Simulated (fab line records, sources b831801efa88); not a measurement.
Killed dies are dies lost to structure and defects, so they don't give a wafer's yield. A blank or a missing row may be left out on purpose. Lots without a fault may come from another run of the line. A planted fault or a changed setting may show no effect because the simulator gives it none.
Which tool did it? | flow gf180mcu | 14 lots, 42 wafers sampled, at 5 steps of a route of 602

WHAT THE GAUGES READ, wafer by wafer
GF_M3_OVL_MEAS_15. Usual: M3_OVL 2 nm, standard deviation 4.6.
lot  | measured     | on         | M3_OVL (nm) | flag
L601 | day 21 07:36 | overlay-01 | 12 9 13     |
L602 | day 21 11:25 | overlay-02 | 8 6 -1      |
L604 | day 22 07:48 | overlay-02 | -3 0 3      |
L606 | day 22 23:28 | overlay-02 | 4 4 4       |
L607 | day 23 10:14 | overlay-02 | 5 1 2       |
L609 | day 24 00:38 | overlay-02 | 4 3 -4      |
L610 | day 24 13:07 | overlay-01 | -6 -8 -1    |
L611 | day 25 06:47 | overlay-02 | 1 1 2       |
L614 | day 26 01:55 | overlay-02 | 3 6 2       |
L617 | day 26 21:52 | overlay-02 | 4 -1 2      |
L618 | day 27 07:07 | overlay-01 | 0 3 5       |
L621 | day 27 23:17 | overlay-01 | 5 -1 0      |
L623 | day 28 14:49 | overlay-02 | 2 1 4       |
L622 | day 28 15:07 | overlay-01 | -3 -2 -2    |

GF_V3_BOW_MEAS_05. Usual: V3_BOW 118 um, standard deviation 8.
lot  | measured     | on            | V3_BOW (um) | flag
L601 | day 21 08:52 | film_metro-01 | 129 113 114 |
L602 | day 21 12:40 | film_metro-01 | 103 118 113 |
L604 | day 22 09:12 | film_metro-02 | 114 115 109 |
L606 | day 23 00:52 | film_metro-02 | 108 109 103 |
L607 | day 23 11:31 | film_metro-03 | 126 135 127 |
L609 | day 24 01:56 | film_metro-01 | 106 115 105 |
L610 | day 24 14:23 | film_metro-02 | 118 116 118 |
L611 | day 25 08:03 | film_metro-02 | 109 101 117 |
L614 | day 26 03:17 | film_metro-02 | 117 115 110 |
L617 | day 26 23:09 | film_metro-02 | 111 115 123 |
L618 | day 27 08:22 | film_metro-01 | 107 105 109 |
L621 | day 28 00:34 | film_metro-01 | 105 117 110 |
L623 | day 28 16:04 | film_metro-01 | 119 122 131 |
L622 | day 28 16:25 | film_metro-01 | 105 127 117 |

WHICH TOOL RAN EACH LOT (tool, then ch and the chambers of the sampled wafers, then the start)
lot  | GF_DNWELL_COAT_02                | GF_DNWELL_STRIP_08                  | GF_V2_SPUTTER_21
L601 | litho_track-04 ch 0, day 2 13:29 | plasma_asher-04 ch 0, day 2 19:35   | pvd_sputter-04, day 20 06:40
L602 | litho_track-02 ch 0, day 2 17:44 | plasma_asher-02 ch 0,1, day 3 00:35 | pvd_sputter-03, day 20 10:26
L604 | litho_track-01 ch 0, day 3 02:37 | plasma_asher-03 ch 0,1, day 3 09:43 | pvd_sputter-04, day 21 08:03
L606 | litho_track-02 ch 0, day 3 15:55 | plasma_asher-02 ch 0,1, day 3 22:55 | pvd_sputter-03, day 21 23:19
L607 | litho_track-01 ch 0, day 3 18:50 | plasma_asher-04 ch 0,1, day 4 01:52 | pvd_sputter-04, day 22 10:13
L609 | litho_track-01 ch 0, day 4 05:52 | plasma_asher-03 ch 0,1, day 4 12:23 | pvd_sputter-04, day 23 00:56
L610 | litho_track-04 ch 0, day 4 15:07 | plasma_asher-04 ch 0, day 4 22:07   | pvd_sputter-03, day 23 13:26
L611 | litho_track-01 ch 0, day 5 00:34 | plasma_asher-02 ch 0,1, day 5 07:26 | pvd_sputter-03, day 24 08:14
L614 | litho_track-01 ch 0, day 5 11:56 | plasma_asher-03 ch 1, day 5 19:32   | pvd_sputter-03, day 25 04:03
L617 | litho_track-01 ch 0, day 6 01:13 | plasma_asher-03 ch 0,1, day 6 09:16 | pvd_sputter-04, day 26 00:11
L618 | litho_track-01 ch 0, day 6 08:25 | plasma_asher-03 ch 0,1, day 6 15:52 | pvd_sputter-03, day 26 09:31
L621 | litho_track-02 ch 0, day 6 21:28 | plasma_asher-02 ch 0,1, day 7 05:11 | pvd_sputter-02, day 27 02:22
L623 | litho_track-02 ch 0, day 7 08:59 | plasma_asher-04 ch 0,1, day 7 17:02 | pvd_sputter-03, day 27 18:59
L622 | litho_track-04 ch 0, day 7 09:10 | plasma_asher-03 ch 0,1, day 7 17:10 | pvd_sputter-04, day 27 19:00
- GF_DNWELL_COAT_02: resist thk 3000 nm.
- GF_DNWELL_STRIP_08: strips in O2/N2.
- GF_V2_SPUTTER_21: material Ti, target thk 15 nm, time 80.02 s.

WHAT THE TOOLS THEMSELVES READ (means of the sampled wafers that have a number; where no wafer has one, the mark that the record gives instead)
GF_DNWELL_STRIP_08. Usual: drypump_motor_current_A 5.7 A, standard deviation 0.4; heater_power_w 332 W, standard deviation 23; oes_product_au 0.741 a.u., standard deviation 0.0046; strip_time_to_endpoint_s 35.61 s, standard deviation 0.085.
lot  | tool            | drypump_motor_current_A (A) | heater_power_w (W) | oes_product_au (a.u.) | strip_time_to_endpoint_s (s) | flag
L601 | plasma_asher-04 | 5.3                         | 321                | 0.741                 | 35.66                        |
L602 | plasma_asher-02 | 5.6                         | 349                | 0.741                 | 35.57                        |
L604 | plasma_asher-03 | 5.8                         | 311                | 0.744                 | 35.68                        |
L606 | plasma_asher-02 | 5.4                         | 356                | 0.740                 | 35.59                        |
L607 | plasma_asher-04 | 5.6                         | 330                | 0.744                 | 35.57                        |
L609 | plasma_asher-03 | 5.8                         | 307                | 0.739                 | 35.51                        |
L610 | plasma_asher-04 | 5.3                         | 316                | 0.743                 | 35.60                        |
L611 | plasma_asher-02 | 5.5                         | 358                | 0.738                 | 35.68                        |
L614 | plasma_asher-03 | 6.4                         | 345                | 0.739                 | 35.53                        |
L617 | plasma_asher-03 | 6.1                         | 323                | 0.742                 | 36.18                        | OFF
L618 | plasma_asher-03 | 5.8                         | 309                | 0.742                 | 36.27                        | OFF
L621 | plasma_asher-02 | 5.6                         | 359                | 0.741                 | 35.71                        |
L623 | plasma_asher-04 | 5.8                         | 339                | 0.741                 | 35.59                        |
L622 | plasma_asher-03 | 6.1                         | 332                | 0.740                 | 35.57                        |

GF_V2_SPUTTER_21. Usual: throttle_valve_pct 30.2 %, standard deviation 1.2.
lot  | tool           | throttle_valve_pct (%) | flag
L601 | pvd_sputter-04 | 30.6                   |
L602 | pvd_sputter-03 | 30.4                   |
L604 | pvd_sputter-04 | 29.9                   |
L606 | pvd_sputter-03 | 30.2                   |
L607 | pvd_sputter-04 | 29.6                   |
L609 | pvd_sputter-04 | 29.5                   |
L610 | pvd_sputter-03 | 30.4                   |
L611 | pvd_sputter-03 | 31.8                   |
L614 | pvd_sputter-03 | 29.8                   |
L617 | pvd_sputter-04 | 29.4                   |
L618 | pvd_sputter-03 | 30.9                   |
L621 | pvd_sputter-02 | 30.2                   |
L623 | pvd_sputter-03 | 30.4                   |
L622 | pvd_sputter-04 | 29.5                   |

THE ANSWER, worked out from the rows above alone
Rule: a lot is off if the mean of its wafers that have a number lies more than 3 standard deviations from the usual mean. A lot without any number at a reading at which 4 lots or more have one is off too. The other lots that the step has rows for count as sound. The gauges are gone through in route order, then the tools' own readings, and for those a lot's mean is taken as printed above. The first step at which some lot is off is used, and at that step the reading that is off furthest; a lot without a number counts as furthest.
Off: L617, L618, at GF_DNWELL_STRIP_08 (strip_time_to_endpoint_s).
A tool fits if, at that step or a process step before it, it ran every lot that is off, and no sound lot after the first of them. One fits: litho_track-01 at GF_DNWELL_COAT_02. Its last sound lot is L614 (day 5 11:56), its first lot that is off L617 (day 6 01:13): a fault that began between those two fits.

WHAT THE SIMULATOR HAD PUT IN
Process parameter drift: litho_track-01, from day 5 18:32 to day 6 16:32, at GF_DNWELL_COAT_02. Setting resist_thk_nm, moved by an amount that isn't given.
Lots struck among those shown: L617, L618. The rule above found the same.
